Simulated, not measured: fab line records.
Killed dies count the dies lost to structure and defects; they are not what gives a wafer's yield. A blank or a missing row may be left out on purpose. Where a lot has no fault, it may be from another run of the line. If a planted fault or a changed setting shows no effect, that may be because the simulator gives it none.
The tool behind it: which one? | flow gf180mcu | Sampling: 6 lots, 18 wafers, 2 of 602 route steps

WHAT THE GAUGES READ, wafer by wafer
GF_NSD_CD_MEAS_07: target cd 400 nm.
lot  | measured     | on        | cd nm (nm)
L501 | day 15 04:02 | cd sem-01 | 396.1 398.3 396.5
L505 | day 16 13:58 | cd sem-01 | 401.2 404.2 402.4
L508 | day 17 05:56 | cd sem-01 | 402.1 401.6 401.5
L514 | day 19 06:03 | cd sem-01 | 406.2 406.7 405.3
L516 | day 20 00:26 | cd sem-01 | - - -
L519 | day 20 22:11 | cd sem-01 | 399.7 400.5 398.0

TOOL THAT RAN EACH LOT (tool first, then ch and the chambers of the sampled wafers, then the start)
lot  | GF_NSD_DEVELOP_06
L501 | litho track-03 ch 0, day 15 03:53
L505 | litho track-03 ch 0, day 16 13:50
L508 | litho track-02 ch 0, day 17 05:47
L514 | litho track-02 ch 0, day 19 05:55
L516 | litho track-01 ch 0, day 20 00:17
L519 | litho track-03 ch 0, day 20 22:03
- GF_NSD_DEVELOP_06: develop time 60 s.

THE ANSWER, worked out from the rows above alone
Rule: the lots themselves supply what counts as usual. The widest of any qualifying gaps counts: lots, ordered by their means at a reading, are off when they make up no more than a third of the lots, leave a main group of 4 or more, and stand apart from it by 3 or more times the standard deviation of that group's means. A main group whose means are all the same, to the digits that the tables above print for the reading, isn't used. A lot without any number at a reading at which 4 lots or more have one is off too. The other lots that the step has rows for count as sound.
Off: L516, at GF_NSD_CD_MEAS_07 (cd nm). Without a number there: L516. Main group: mean 401.4 nm, sd 3.1.
A tool fits if, at a process step before that reading, it ran every lot that is off, and no sound lot after the first of them. The gauges at GF_NSD_CD_MEAS_07 are tried like those tools. One fits: GF_NSD_DEVELOP_06 on litho track-01. It ran no sound lot before its first lot that is off in this sample, so the start can't be narrowed down.

WHAT THE SIMULATOR HAD INSERTED
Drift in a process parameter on litho track-01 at GF_NSD_DEVELOP_06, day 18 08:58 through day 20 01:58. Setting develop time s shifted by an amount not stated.
Shown lots that were struck: L516. The rule above reached the same finding.
